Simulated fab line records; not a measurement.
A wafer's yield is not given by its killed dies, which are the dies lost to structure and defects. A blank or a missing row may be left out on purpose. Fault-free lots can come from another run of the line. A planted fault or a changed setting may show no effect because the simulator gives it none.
Which tool is to blame? | flow gf180mcu | 45 wafers from 15 lots sampled at 2 of the route's 602 steps

WHAT THE GAUGES SHOWED, per wafer
GF_V2_OVL_MEAS_15. Usual: V2_OVL typically reads 4 nm, with standard deviation 5.2.
lot  | measured     | on         | V2_OVL (nm) | flag
L274 | day 20 18:04 | overlay-01 | 15 8 10     |
L276 | day 21 03:04 | overlay-02 | 7 -3 -1     |
L278 | day 21 13:55 | overlay-01 | 3 8 8       |
L279 | day 22 01:23 | overlay-02 | 6 0 1       |
L280 | day 22 08:48 | overlay-01 | -1 4 3      |
L281 | day 22 18:37 | overlay-02 | -3 -5 -6    |
L283 | day 23 10:34 | overlay-02 | 10 6 8      |
L285 | day 24 03:28 | overlay-02 | 5 7 16      |
L286 | day 24 04:25 | overlay-02 | 6 2 4       |
L288 | day 25 08:49 | overlay-01 | 1 -1 -2     |
L289 | day 25 14:47 | overlay-02 | 1 5 8       |
L295 | day 27 16:35 | overlay-01 | -4 -4 0     |
L294 | day 28 01:20 | overlay-01 | 13 11 4     |
L296 | day 28 05:30 | overlay-01 | 7 6 7       |
L297 | day 28 10:42 | overlay-01 | 5 5 5       |

WHICH TOOL RAN EACH LOT (tool, then ch and the chambers of the sampled wafers, then the start)
lot  | GF_M2_STRIP_17
L274 | plasma-asher-04 ch 0,1, day 19 17:10
L276 | plasma-asher-04 ch 0,1, day 20 02:19
L278 | plasma-asher-04 ch 0,1, day 20 13:07
L279 | plasma-asher-04 ch 0,1, day 21 00:52
L280 | plasma-asher-02 ch 0,1, day 21 07:25
L281 | plasma-asher-02 ch 0,1, day 21 18:07
L283 | plasma-asher-02 ch 0,1, day 22 10:29
L285 | plasma-asher-04 ch 0,1, day 23 03:32
L286 | plasma-asher-04 ch 0,1, day 23 04:29
L288 | plasma-asher-02 ch 0,1, day 24 09:40
L289 | plasma-asher-04 ch 0,1, day 24 15:54
L295 | plasma-asher-04 ch 0, day 26 18:30
L294 | plasma-asher-02 ch 0,1, day 27 03:10
L296 | plasma-asher-04 ch 0,1, day 27 08:12
L297 | plasma-asher-04 ch 0,1, day 27 14:04
- GF_M2_STRIP_17: strips in O2/N2.

WHAT THE TOOLS THEMSELVES READ (means of the sampled wafers that have a number; where no wafer has one, the mark that the record gives instead)
GF_M2_STRIP_17. Usual: drypump-motor-current-A 5.8 A, standard deviation 0.35; heater-power-w 336 W, standard deviation 41; n2-flow-sccm 299.8 sccm, standard deviation 0.83; oes-product-au 0.558 a.u., standard deviation 0.005; strip-time-to-endpoint-s 7.88 s, standard deviation 0.043.
lot  | tool            | drypump-motor-current-A (A) | heater-power-w (W) | n2-flow-sccm (sccm) | oes-product-au (a.u.) | strip-time-to-endpoint-s (s) | flag
L274 | plasma-asher-04 | 5.7                         | 375                | 299.7               | 0.554                 | 7.84                         |
L276 | plasma-asher-04 | 5.6                         | 337                | 299.3               | 0.562                 | 7.86                         |
L278 | plasma-asher-04 | 5.7                         | 378                | 299.3               | 0.558                 | 7.88                         |
L279 | plasma-asher-04 | 5.7                         | 372                | 299.9               | 0.558                 | 7.83                         |
L280 | plasma-asher-02 | 5.6                         | 316                | 301.1               | 0.563                 | 7.92                         |
L281 | plasma-asher-02 | 5.4                         | 316                | 300.2               | 0.557                 | 7.88                         |
L283 | plasma-asher-02 | 5.6                         | 321                | 300.1               | 0.547                 | 7.85                         |
L285 | plasma-asher-04 | 5.7                         | 370                | 299.6               | 0.556                 | 7.89                         |
L286 | plasma-asher-04 | 5.7                         | 339                | 301.0               | 0.556                 | 7.85                         |
L288 | plasma-asher-02 | 5.4                         | 322                | 299.7               | 0.558                 | 7.95                         |
L289 | plasma-asher-04 | 5.7                         | 372                | 300.5               | 0.561                 | 7.89                         |
L295 | plasma-asher-04 | 5.6                         | 311                | 299.5               | 0.555                 | 7.83                         |
L294 | plasma-asher-02 | 5.5                         | 323                | 299.8               | 0.561                 | 7.96                         |
L296 | plasma-asher-04 | 5.7                         | 376                | 300.0               | 0.553                 | 7.84                         |
L297 | plasma-asher-04 | 5.7                         | 341                | 299.5               | 0.560                 | 7.86                         |

THE ANSWER, worked out from the rows above alone
Rule: take the mean of a lot's wafers that have a number; if it is more than 3 standard deviations from the usual mean, the lot is off. A lot without any number at a reading at which 4 lots or more have one is off too. Any other lot the step has rows for is counted as sound. After the gauges, taken in route order, come the tools' own readings; for these a lot's mean is taken, as printed above. The first step at which some lot is off is used, and at that step the reading that is off furthest; a lot without a number counts as furthest.
Across all readings shown, no lot is off: no conclusion can be drawn from this.

WHAT THE SIMULATOR HAD INSERTED
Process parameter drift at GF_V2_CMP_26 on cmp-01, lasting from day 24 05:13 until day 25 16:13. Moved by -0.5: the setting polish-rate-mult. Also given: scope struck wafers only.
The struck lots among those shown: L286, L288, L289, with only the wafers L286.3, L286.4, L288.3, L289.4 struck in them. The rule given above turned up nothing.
